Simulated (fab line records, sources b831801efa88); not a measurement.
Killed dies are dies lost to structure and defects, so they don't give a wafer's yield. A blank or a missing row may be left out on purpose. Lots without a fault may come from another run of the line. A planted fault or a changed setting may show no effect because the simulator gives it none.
fab line records | flow sky130
record lots=24 wafers=72 last_day=50
route steps=708 shown VT_ADJUST_HVTR@139 LI_CONTACT@384 CONTACT@423 METAL3@533 METAL5@662
lots that met no fault: from a run of the same line without faults
start_h: hours from the record's first day to the start of the lot's first wafer shown | wait_h: hours since the lot's step before | " the same as in the row above | L1.1+2: a row that stands for several wafers | - no value, or no start given | * or withheld: withheld | < > ~ a bound
route shown NAME@n: a module of which the file shows steps, and the number in the route of the first | usual: mean/standard deviation of fault-free wafers | same: alike in all rows | chamber/n: place in a boat | sites: the reading at each site | _std_site: their standard deviation | _edge_site: outer sites' mean less inner sites' | radius_mm: how far each site lies from the wafer's centre | mask NAME#n: copy n | behind: the tool/chamber that last shaped the wafer | hold: why the lot was held/for how many hours/how that ended | device: the transistor (n, p or np) that didn't switch | end of line: the same wafers' tests at the end of the route | a step without rows: its recipe alone | killed: dies lost to structure and defects at the first sort, not the wafer's yield | map: a wafer's dies, x killed, . not, _ none there
set.NAME: the setting as run; set.NAME@STEP: as run at that earlier step | model.NAME: the simulator's own value behind a step, which no gauge read
steps of the route over a sample of lots; a table a step, a row a wafer
services: from which hour (start_h, from the record's first day; less than 0 if before it) a tool's chamber was out of use, for how many hours, and why
## steps
# step SKY_VT_ADJUST_HVTR_OVL_MEAS_08
# usual VT_ADJUST_HVTR_OVL=-0.1/1.2
# columns lot.wafer tool chamber start_h wait_h VT_ADJUST_HVTR_OVL[nm]
L074.1 overlay-01 - 206.97 0.1 0.0
L074.3 " - " " 0.5
L074.4 " - " " 1.3
L075.1 overlay-02 - 210.43 0.1 -1.5
L075.2 " - " " 0.0
L075.5 " - " " -0.4
L076.1 overlay-01 - 218.80 0.1 -1.1
L076.4 " - " " -0.1
L076.5 " - " " -1.3
L077.1 overlay-01 - 225.65 0.1 -0.7
L077.4 " - " " 0.0
L077.6 " - " " -0.8
L078.2 overlay-01 - 231.95 0.1 0.2
L078.4 " - " " -1.8
L078.5 " - " " -0.3
L079.2 overlay-02 - 241.23 0.1 1.1
L079.4 " - " " -1.2
L079.6 " - " " 0.5
L080.3 overlay-01 - 243.64 0.1 -1.4
L080.4 " - " " 0.2
L080.6 " - " " -2.7
L081.3 overlay-02 - 256.36 0.1 0.8
L081.4 " - " " 2.0
L081.5 " - " " -0.8
L082.3 overlay-02 - 260.89 0.1 -1.0
L082.4 " - " " -0.8
L082.6 " - " " -1.3
L083.1 overlay-02 - 268.80 0.1 -0.8
L083.4 " - " " 1.5
L083.5 " - " " 1.9
L084.2 overlay-01 - 274.28 0.1 -1.2
L084.3 " - " " -2.8
L084.5 " - " " -1.8
L085.1 overlay-01 - 286.58 0.1 0.3
L085.2 " - " " 0.5
L085.6 " - " " -0.3
L086.2 overlay-01 - 300.10 0.1 0.2
L086.4 " - " " 0.6
L086.5 " - " " 0.6
L087.3 overlay-01 - 307.44 0.1 -0.5
L087.4 " - " " -4.0
L087.6 " - " " -2.1
L088.2 overlay-01 - 310.08 0.1 2.5
L088.3 " - " " 1.8
L088.6 " - " " 1.3
L089.2 overlay-02 - 316.35 0.1 1.8
L089.3 " - " " -0.3
L089.4 " - " " 0.2
L090.1 overlay-01 - 322.97 0.1 0.7
L090.2 " - " " -1.0
L090.6 " - " " -0.6
L091.1 overlay-01 - 330.73 0.1 0.3
L091.2 " - " " -1.4
L091.5 " - " " -0.7
L092.1 overlay-02 - 338.33 0.1 1.2
L092.4 " - " " -0.3
L092.6 " - " " -0.6
L093.1 overlay-02 - 347.25 0.1 2.9
L093.3 " - " " 1.6
L093.6 " - " " 1.0
L094.2 overlay-01 - 347.28 0.1 -0.2
L094.3 " - " " 0.6
L094.6 " - " " 0.7
L095.4 overlay-02 - 356.31 0.1 1.0
L095.5 " - " " -1.5
L095.6 " - " " -0.9
L096.3 overlay-01 - 365.09 0.1 -0.8
L096.4 " - " " -1.1
L096.6 " - " " -0.2
L097.2 overlay-02 - 374.48 0.1 0.6
L097.3 " - " " 0.3
L097.5 " - " " 1.2
# step SKY_LI_CONTACT_RS_MEAS_22
# recipe thk_meas_gauge=four-point-probe reads=W_of_LI_CONTACT_CVD_21+TiN_of_LI_CONTACT_SPUTTER_20+Ti_of_LI_CONTACT_SPUTTER_19
# usual LI_CONTACT_W_RS=0.283/0.0046
# columns lot.wafer tool chamber start_h wait_h LI_CONTACT_W_RS[ohm/sq]
L074.1 film_metro-04 - 679.03 0.1 0.292
L074.3 " - " " 0.283
L074.4 " - " " 0.289
L075.1 film_metro-01 - 679.69 0.1 0.281
L075.2 " - " " 0.288
L075.5 " - " " 0.284
L076.1 film_metro-02 - 696.70 0.1 0.284
L076.4 " - " " 0.285
L076.5 " - " " 0.284
L077.1 film_metro-04 - 703.62 0.1 0.286
L077.4 " - " " 0.280
L077.6 " - " " 0.281
L078.2 film_metro-02 - 706.24 0.1 0.283
L078.4 " - " " 0.287
L078.5 " - " " 0.285
L080.3 film_metro-04 - 723.70 0.1 0.285
L080.4 " - " " 0.278
L080.6 " - " " 0.279
L079.2 film_metro-02 - 728.31 0.1 0.284
L079.4 " - " " 0.286
L079.6 " - " " 0.285
L081.3 film_metro-01 - 750.76 0.1 0.281
L081.4 " - " " 0.282
L081.5 " - " " 0.281
L082.3 film_metro-04 - 752.29 0.1 0.286
L082.4 " - " " 0.285
L082.6 " - " " 0.287
L083.1 film_metro-02 - 754.97 0.1 0.286
L083.4 " - " " 0.278
L083.5 " - " " 0.284
L084.2 film_metro-01 - 761.71 0.1 0.288
L084.3 " - " " 0.283
L084.5 " - " " 0.284
L085.1 film_metro-04 - 774.08 0.1 0.284
L085.2 " - " " 0.286
L085.6 " - " " 0.288
L086.2 film_metro-02 - 782.04 0.1 0.272
L086.4 " - " " 0.271
L086.5 " - " " 0.275
L087.3 film_metro-01 - 787.58 0.1 0.280
L087.4 " - " " 0.288
L087.6 " - " " 0.280
L088.2 film_metro-04 - 788.26 0.1 0.286
L088.3 " - " " 0.272
L088.6 " - " " 0.272
L089.2 film_metro-02 - 796.96 0.1 0.270
L089.3 " - " " 0.284
L089.4 " - " " 0.269
L090.1 film_metro-04 - 803.38 0.1 0.278
L090.2 " - " " 0.282
L090.6 " - " " 0.282
L091.1 film_metro-04 - 812.27 0.1 0.281
L091.2 " - " " 0.280
L091.5 " - " " 0.278
L092.1 film_metro-04 - 823.29 0.1 0.275
L092.4 " - " " 0.286
L092.6 " - " " 0.286
L093.1 film_metro-01 - 829.67 0.1 0.272
L093.3 " - " " 0.276
L093.6 " - " " 0.273
L094.2 film_metro-01 - 830.20 0.1 0.281
L094.3 " - " " 0.282
L094.6 " - " " 0.277
L095.4 film_metro-02 - 836.70 0.1 0.282
L095.5 " - " " 0.282
L095.6 " - " " 0.285
L096.3 film_metro-02 - 842.05 0.1 0.279
L096.4 " - " " 0.283
L096.6 " - " " 0.281
L097.2 film_metro-04 - 854.52 0.1 0.287
L097.3 " - " " 0.276
L097.5 " - " " 0.290
# step SKY_CONTACT_ETCH_17
# recipe target=SiO2 chemistry=C4F8/O2/Ar stop_on=Si3N4 mask_material=KrF-thick source_w=1500 bias_w=1200 pressure_mtorr=40 c4f8_flow_sccm=withheld O2_flow_sccm=6 Ar_flow_sccm=300 time_s=withheld target_depth_a=3400
# usual oes_product_au=0.891/0.0051
# columns lot.wafer tool chamber start_h wait_h oes_product_au
L074.1 rie_diel-02 1 736.34 0.0 0.887
L074.3 " 2 " " 0.899
L074.4 " 0 " " 0.893
L075.1 rie_diel-03 3 737.49 0.0 0.897
L075.2 " 1 " " 0.897
L075.5 " 3 " " 0.892
L076.1 rie_diel-04 2 754.65 0.0 0.896
L076.4 " 1 " " 0.895
L076.5 " 2 " " 0.892
L077.1 rie_diel-04 2 760.59 0.0 0.894
L077.4 " 3 " " 0.890
L077.6 " 1 " " 0.882
L078.2 rie_diel-04 1 762.74 0.0 0.894
L078.4 " 0 " " 0.887
L078.5 " 2 " " 0.891
L080.3 rie_diel-02 3 780.64 0.0 0.894
L080.4 " 1 " " 0.890
L080.6 " 1 " " 0.889
L079.2 rie_diel-04 3 784.75 0.0 0.897
L079.4 " 0 " " 0.901
L079.6 " 2 " " 0.894
L081.3 rie_diel-02 0 807.04 0.0 0.898
L081.4 " 3 " " 0.886
L081.5 " 2 " " 0.885
L082.3 rie_diel-03 1 808.04 0.0 0.886
L082.4 " 2 " " 0.893
L082.6 " 2 " " 0.878
L083.1 rie_diel-03 1 809.67 0.0 0.901
L083.4 " 0 " " 0.886
L083.5 " 2 " " 0.886
L084.2 rie_diel-02 2 817.72 0.0 0.893
L084.3 " 0 " " 0.895
L084.5 " 2 " " 0.887
L085.1 rie_diel-03 0 829.37 0.0 0.902
L085.2 " 1 " " 0.889
L085.6 " 0 " " 0.889
L086.2 rie_diel-04 0 837.04 0.0 0.894
L086.4 " 1 " " 0.894
L086.5 " 0 " " 0.887
L087.3 rie_diel-03 1 842.17 0.0 0.887
L087.4 " 3 " " 0.891
L087.6 " 1 " " 0.900
L088.2 rie_diel-04 3 843.90 0.0 0.889
L088.3 " 1 " " 0.895
L088.6 " 3 " " 0.884
L089.2 rie_diel-02 3 852.11 0.0 0.889
L089.3 " 2 " " 0.892
L089.4 " 2 " " 0.879
L090.1 rie_diel-02 2 858.45 0.0 0.886
L090.2 " 1 " " 0.888
L090.6 " 1 " " 0.889
L091.1 rie_diel-02 2 867.34 0.0 0.895
L091.2 " 3 " " 0.890
L091.5 " 3 " " 0.896
L092.1 rie_diel-02 0 877.57 0.0 0.889
L092.4 " 3 " " 0.884
L092.6 " 3 " " 0.887
L093.1 rie_diel-02 0 883.55 0.0 0.887
L093.3 " 1 " " 0.891
L093.6 " 3 " " 0.901
L094.2 rie_diel-02 0 884.59 0.0 0.894
L094.3 " 1 " " 0.894
L094.6 " 3 " " 0.887
L095.4 rie_diel-02 1 891.44 0.0 0.893
L095.5 " 1 " " 0.892
L095.6 " 2 " " 0.891
L096.3 rie_diel-04 3 896.27 0.0 0.894
L096.4 " 0 " " 0.895
L096.6 " 1 " " 0.885
L097.2 rie_diel-03 1 907.99 0.0 0.892
L097.3 " 2 " " 0.901
L097.5 " 1 " " 0.898
# step SKY_METAL3_SPUTTER_01
# recipe material=TiN target_thk_nm=20 power_w=6500 time_s=16.7 chamber_pressure_pa=0.4
# usual throttle_valve_pct=30.1/0.8
# columns lot.wafer tool chamber start_h wait_h throttle_valve_pct
L074.1 pvd_sputter-01 - 851.59 0.0 30.2
L074.3 " - " " 28.3
L074.4 " - " " 30.0
L075.1 pvd_sputter-01 - 852.57 0.0 29.7
L075.2 " - " " 30.1
L075.5 " - " " 28.4
L076.1 pvd_sputter-03 - 867.48 0.0 30.9
L076.4 " - " " 30.6
L076.5 " - " " 31.5
L077.1 pvd_sputter-03 - 874.75 0.0 31.4
L077.4 " - " " 30.6
L077.6 " - " " 30.7
L078.2 pvd_sputter-03 - 875.69 0.0 30.6
L078.4 " - " " 31.5
L078.5 " - " " 30.6
L080.3 pvd_sputter-03 - 894.51 0.0 30.5
L080.4 " - " " 30.7
L080.6 " - " " 31.5
L079.2 pvd_sputter-02 - 897.35 0.0 29.8
L079.4 " - " " 29.5
L079.6 " - " " 29.2
L081.3 pvd_sputter-02 - 919.80 0.0 30.6
L081.4 " - " " 30.6
L081.5 " - " " 29.7
L082.3 pvd_sputter-01 - 920.11 0.0 29.9
L082.4 " - " " 28.3
L082.6 " - " " 29.9
L083.1 pvd_sputter-02 - 920.66 0.0 30.0
L083.4 " - " " 30.0
L083.5 " - " " 30.0
L084.2 pvd_sputter-03 - 929.90 0.0 30.8
L084.3 " - " " 31.1
L084.5 " - " " 31.3
L085.1 pvd_sputter-03 - 939.39 0.0 31.0
L085.2 " - " " 30.5
L085.6 " - " " 30.7
L086.2 pvd_sputter-01 - 947.45 0.0 30.4
L086.4 " - " " 28.5
L086.5 " - " " 30.4
L087.3 pvd_sputter-02 - 951.53 0.0 29.7
L087.4 " - " " 30.1
L087.6 " - " " 30.2
L088.2 pvd_sputter-02 - 952.46 0.0 29.8
L088.3 " - " " 30.0
L088.6 " - " " 29.9
L089.2 pvd_sputter-03 - 960.02 0.0 31.3
L089.3 " - " " 30.9
L089.4 " - " " 30.4
L090.1 pvd_sputter-02 - 967.61 0.0 29.5
L090.2 " - " " 30.0
L090.6 " - " " 29.3
L091.1 pvd_sputter-01 - 973.50 0.0 29.8
L091.2 " - " " 29.8
L091.5 " - " " 30.1
L092.1 pvd_sputter-03 - 983.27 0.0 31.2
L092.4 " - " " 31.4
L092.6 " - " " 30.9
L093.1 pvd_sputter-02 - 989.14 0.0 29.9
L093.3 " - " " 30.5
L093.6 " - " " 29.4
L094.2 pvd_sputter-01 - 991.45 0.0 30.0
L094.3 " - " " 28.4
L094.6 " - " " 30.0
L095.4 pvd_sputter-02 - 994.71 0.0 29.6
L095.5 " - " " 30.0
L095.6 " - " " 30.6
L096.3 pvd_sputter-01 - 1001.73 0.0 29.5
L096.4 " - " " 28.5
L096.6 " - " " 28.4
L097.2 pvd_sputter-01 - 1012.31 0.0 30.1
L097.3 " - " " 28.3
L097.5 " - " " 28.3
# step SKY_METAL3_DESCUM_15
# recipe chemistry=O2 source_power_w=150 bias_power_w=0 pressure_mtorr=10 temp_c=40 time_s=8
# usual drypump_motor_current_A=5.9/0.62 oes_product_au=0.999/0.013
# columns lot.wafer tool chamber start_h wait_h drypump_motor_current_A oes_product_au rf_hours_counter_h
L074.1 rie_metal-03 0 903.97 0.0 6.4 1.018 6
L074.3 " 1 " " 5.0 0.990 -
L074.4 " 0 " " 6.4 1.016 -
L075.1 rie_metal-01 1 904.66 0.0 6.6 1.001 3
L075.2 " 0 " " 5.4 0.977 9
L075.5 " 1 " " 6.6 0.993 -
L076.1 rie_metal-02 0 918.88 0.0 6.1 0.991 19
L076.4 " 1 " " 5.7 1.000 -
L076.5 " 1 " " 5.7 0.997 -
L077.1 rie_metal-01 1 926.23 0.0 6.6 1.005 4
L077.4 " 0 " " 5.4 0.982 -
L077.6 " 0 " " 5.4 0.994 -
L078.2 rie_metal-01 1 927.92 0.0 6.6 1.010 4
L078.4 " 0 " " 5.4 0.991 -
L078.5 " 0 " " 5.4 0.997 -
L080.3 rie_metal-03 0 945.09 0.0 6.4 1.021 -
L080.4 " 1 " " 5.0 1.003 -
L080.6 " 0 " " 6.4 1.019 -
L079.2 rie_metal-03 1 947.71 0.0 5.0 0.995 6
L079.4 " 0 " " 6.4 1.006 -
L079.6 " 1 " " 5.0 1.000 -
L081.3 rie_metal-03 0 968.33 0.0 6.5 1.013 -
L081.4 " 1 " " 5.0 0.990 -
L081.5 " 1 " " 5.0 0.992 -
L082.3 rie_metal-01 0 969.39 0.0 5.4 0.986 -
L082.4 " 1 " " 6.6 0.997 -
L082.6 " 1 " " 6.6 0.997 -
L083.1 rie_metal-01 0 970.38 0.0 5.4 0.995 12
L083.4 " 1 " " 6.6 0.995 -
L083.5 " 0 " " 5.4 0.992 -
L084.2 rie_metal-03 0 978.47 0.0 6.4 1.002 10
L084.3 " 0 " " 6.4 1.018 -
L084.5 " 1 " " 5.0 0.995 -
L085.1 rie_metal-01 1 988.31 0.0 6.6 0.996 7
L085.2 " 0 " " 5.4 1.003 13
L085.6 " 1 " " 6.6 1.009 -
L086.2 rie_metal-01 1 995.33 0.0 6.6 0.999 7
L086.4 " 0 " " 5.4 0.993 -
L086.5 " 0 " " 5.4 0.970 -
L087.3 rie_metal-03 1 999.92 0.0 5.0 0.985 -
L087.4 " 0 " " 6.4 1.013 -
L087.6 " 1 " " 5.0 0.993 -
L088.2 rie_metal-01 0 1001.26 0.0 5.4 0.983 13
L088.3 " 1 " " 6.6 0.988 -
L088.6 " 0 " " 5.4 0.980 -
L089.2 rie_metal-02 1 1006.97 0.0 5.7 1.004 16
L089.3 " 0 " " 6.1 0.987 -
L089.4 " 1 " " 5.7 1.018 -
L090.1 rie_metal-03 1 1015.48 0.0 5.0 0.995 11
L090.2 " 0 " " 6.4 1.012 13
L090.6 " 0 " " 6.4 1.023 -
L091.1 rie_metal-03 0 1021.51 0.0 6.4 1.022 13
L091.2 " 1 " " 5.0 0.993 11
L091.5 " 1 " " 5.0 0.992 -
L092.1 rie_metal-02 1 1029.63 0.0 5.7 1.005 18
L092.4 " 1 " " 5.7 1.014 -
L092.6 " 0 " " 6.1 0.978 -
L093.1 rie_metal-01 1 1035.92 0.0 6.6 1.002 10
L093.3 " 1 " " 6.6 1.009 -
L093.6 " 1 " " 6.6 1.004 -
L094.2 rie_metal-01 0 1037.37 0.0 5.4 0.992 16
L094.3 " 0 " " 5.4 0.992 -
L094.6 " 0 " " 5.4 0.990 -
L095.4 rie_metal-03 1 1041.04 0.0 5.0 0.990 -
L095.5 " 0 " " 6.4 1.016 -
L095.6 " 1 " " 5.0 0.983 -
L096.3 rie_metal-03 0 1048.08 0.0 6.4 1.026 -
L096.4 " 1 " " 5.0 0.994 -
L096.6 " 1 " " 5.0 0.983 -
L097.2 rie_metal-02 1 1057.63 0.0 5.6 1.011 19
L097.3 " 0 " " 6.1 0.978 -
L097.5 " 1 " " 5.7 1.004 -
# step SKY_METAL5_SPUTTER_01
# recipe material=TiN target_thk_nm=20 power_w=6500 time_s=16.7 chamber_pressure_pa=0.4
# usual throttle_valve_pct=30.1/0.46
# columns lot.wafer tool chamber start_h wait_h throttle_valve_pct
L074.1 pvd_sputter-02 - 1006.59 0.0 30.5
L074.3 " - " " 30.0
L074.4 " - " " 29.8
L075.1 pvd_sputter-04 - 1006.89 0.0 29.8
L075.2 " - " " 30.4
L075.5 " - " " 29.7
L076.1 pvd_sputter-03 - 1019.99 0.0 30.7
L076.4 " - " " 30.4
L076.5 " - " " 30.7
L077.1 pvd_sputter-02 - 1027.81 0.0 30.0
L077.4 " - " " 30.6
L077.6 " - " " 30.1
L078.2 pvd_sputter-04 - 1028.94 0.0 29.9
L078.4 " - " " 29.9
L078.5 " - " " 29.8
L080.3 pvd_sputter-02 - 1045.24 0.0 29.2
L080.4 " - " " 30.3
L080.6 " - " " 30.8
L079.2 pvd_sputter-04 - 1048.67 0.0 30.5
L079.4 " - " " 30.1
L079.6 " - " " 29.9
L081.3 pvd_sputter-04 - 1065.47 0.0 29.7
L081.4 " - " " 30.4
L081.5 " - " " 29.7
L082.3 pvd_sputter-03 - 1067.19 0.0 30.8
L082.4 " - " " 30.6
L082.6 " - " " 30.4
L083.1 pvd_sputter-04 - 1068.42 0.0 29.7
L083.4 " - " " 30.5
L083.5 " - " " 30.2
L084.2 pvd_sputter-02 - 1074.93 0.0 30.0
L084.3 " - " " 30.1
L084.5 " - " " 29.9
L085.1 pvd_sputter-04 - 1082.63 0.0 29.6
L085.2 " - " " 29.9
L085.6 " - " " 29.9
L086.2 pvd_sputter-04 - 1089.81 0.0 30.3
L086.4 " - " " 29.9
L086.5 " - " " 30.1
L087.3 pvd_sputter-04 - 1095.10 0.0 29.7
L087.4 " - " " 30.2
L087.6 " - " " 30.1
L088.2 pvd_sputter-04 - 1095.63 0.0 29.9
L088.3 " - " " 30.3
L088.6 " - " " 29.8
L089.2 pvd_sputter-02 - 1100.10 0.0 30.1
L089.3 " - " " 29.4
L089.4 " - " " 30.5
L090.1 pvd_sputter-04 - 1107.71 0.0 29.9
L090.2 " - " " 30.1
L090.6 " - " " 29.8
L091.1 pvd_sputter-04 - 1112.81 0.0 30.0
L091.2 " - " " 29.9
L091.5 " - " " 30.1
L092.1 pvd_sputter-02 - 1120.54 0.0 29.8
L092.4 " - " " 30.6
L092.6 " - " " 30.0
L093.1 pvd_sputter-03 - 1126.34 0.0 30.7
L093.3 " - " " 31.4
L093.6 " - " " 30.4
L094.2 pvd_sputter-04 - 1126.49 0.0 30.0
L094.3 " - " " 30.4
L094.6 " - " " 29.6
L095.4 pvd_sputter-03 - 1131.05 0.0 30.6
L095.5 " - " " 30.5
L095.6 " - " " 30.9
L096.3 pvd_sputter-02 - 1136.44 0.0 29.4
L096.4 " - " " 30.3
L096.6 " - " " 29.7
L097.2 pvd_sputter-02 - 1146.32 0.0 29.6
L097.3 " - " " 29.5
L097.5 " - " " 30.5
## services
# columns tool chamber start_h hours kind
rie_metal-03 0 721.50 9.9 repair
pvd_sputter-02 - 724.21 8.7 repair
rie_diel-02 - 738.04 1.3 repair
rie_diel-04 3 740.09 11.0 repair
rie_metal-01 - 749.77 2.8 pm
rie_diel-02 - 788.04 15.6 pm
rie_diel-04 0 806.76 10.0 repair
rie_diel-02 0 820.57 6.0 repair
pvd_sputter-02 - 840.85 7.5 repair
pvd_sputter-01 - 866.47 1.9 repair
pvd_sputter-01 - 870.52 12.4 repair
rie_metal-01 - 886.30 1.9 repair
pvd_sputter-02 - 928.40 1.7 repair
pvd_sputter-03 - 985.08 0.5 repair
pvd_sputter-03 - 1020.49 6.9 repair
rie_metal-01 - 1038.43 0.6 repair
pvd_sputter-02 - 1040.11 1.9 repair
rie_metal-01 1 1058.09 25.6 repair
pvd_sputter-03 - 1076.73 8.2 repair
rie_diel-02 2 1110.04 11.4 repair
pvd_sputter-01 - 1122.18 3.7 repair
rie_diel-02 0 1127.75 9.2 repair
rie_metal-03 - 1129.91 0.7 repair
rie_diel-02 - 1143.46 0.5 repair
## key
fault none
